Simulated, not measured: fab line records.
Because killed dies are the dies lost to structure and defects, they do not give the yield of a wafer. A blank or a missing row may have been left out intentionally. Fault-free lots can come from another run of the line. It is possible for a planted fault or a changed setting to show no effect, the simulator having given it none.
Problem report, 8D (eight disciplines) form, completed by code | flow sky130 | the parts of the form that need people (team, actions taken, sign-off) are left out

## 1. WHAT WENT WRONG
At SKY_SD_P_COAT_02, spin_speed_rpm averages 2647.1 rpm over 6 wafers from 2 lots, while fault-free wafers read 3000.1 rpm, standard deviation 1.7. That is -99 or more standard deviations from the usual mean.
The step: resist thk 1140 nm.
First observed at day 29 06:17: wafer L662.1, on litho_track-01. Wafers with a number at this step in the record: 36, from 12 lots. By rule, "out" or "out of limits" means more than 4 standard deviations away from the usual mean. All remaining wafers that have a number are taken as sound.

## 2. WHAT IT IS, AND WHAT IT ISN'T
question                    | is                     | is not
which readings at this step | spin_speed_rpm         | -
which lots                  | L662, L663             | L652, L654, L658, L659, L661, L665, L671, L672, L673, L675
which wafers of those lots  | all that have a number | -
read on which tools         | litho_track-01         | litho_track-03, litho_track-04
when                        | from day 29 06:17      | up to then (15 sound wafers); but 15 sound wafers of L665, L671, L672, L673, L675 came after

## 3. THE SUSPECTS, EACH WITH WHAT RULES IT OUT
Counting: a tool at any process step up to the reading remains a suspect when it ran all the lots that are out and ran no sound lot after the first of those.
- litho_track-01 at SKY_SD_P_COAT_02 (resist thk 1140 nm): ruled out as a lasting fault. Sound lots L672, L675 ran on it after its first lot that is out, L662 (day 29 06:17).
Left after counting: nothing in the record.

## 4. THE CAUSE (what the simulator had put in)
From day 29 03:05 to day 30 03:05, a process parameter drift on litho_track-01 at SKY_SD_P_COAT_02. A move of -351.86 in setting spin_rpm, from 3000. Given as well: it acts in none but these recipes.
Counting ruled it out, wrongly.

## 5. THE EFFECT CHAIN, in route order
Each row: a reading where the mean over the struck wafers with a number is more than 3 standard deviations away from the usual. Only readings whose record carries a usual standard deviation are examined. hours: median over the lots of the time between each lot's start at the first step of this table that gives one and its start at this step. sigmas: the change, counted in usual standard deviations.
hours | step              | reading                  | usual      | on struck wafers | change | sigmas
0     | SKY_SD_P_COAT_02  | spin_speed_rpm           | 3000.1 rpm | 2647.1           | -353.0 | -99 or more
15    | SKY_SD_P_STRIP_10 | strip_time_to_endpoint_s | 17.50 s    | 18.29            | +0.79  | +17
Its process steps:
- SKY_SD_P_COAT_02: resist thk 1140 nm.
- SKY_SD_P_STRIP_10: strips in O2/N2.
Later steps that measure or inspect, where all struck wafers having a row at the step show a number for every such reading and not one has moved that far: SKY_METAL1_RS_MEAS_05.

## 6. WHAT WOULD HAVE CAUGHT IT SOONER
In this record no reading fell out of limits until day 29 06:17, 3 hours after the fault had begun at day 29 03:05.
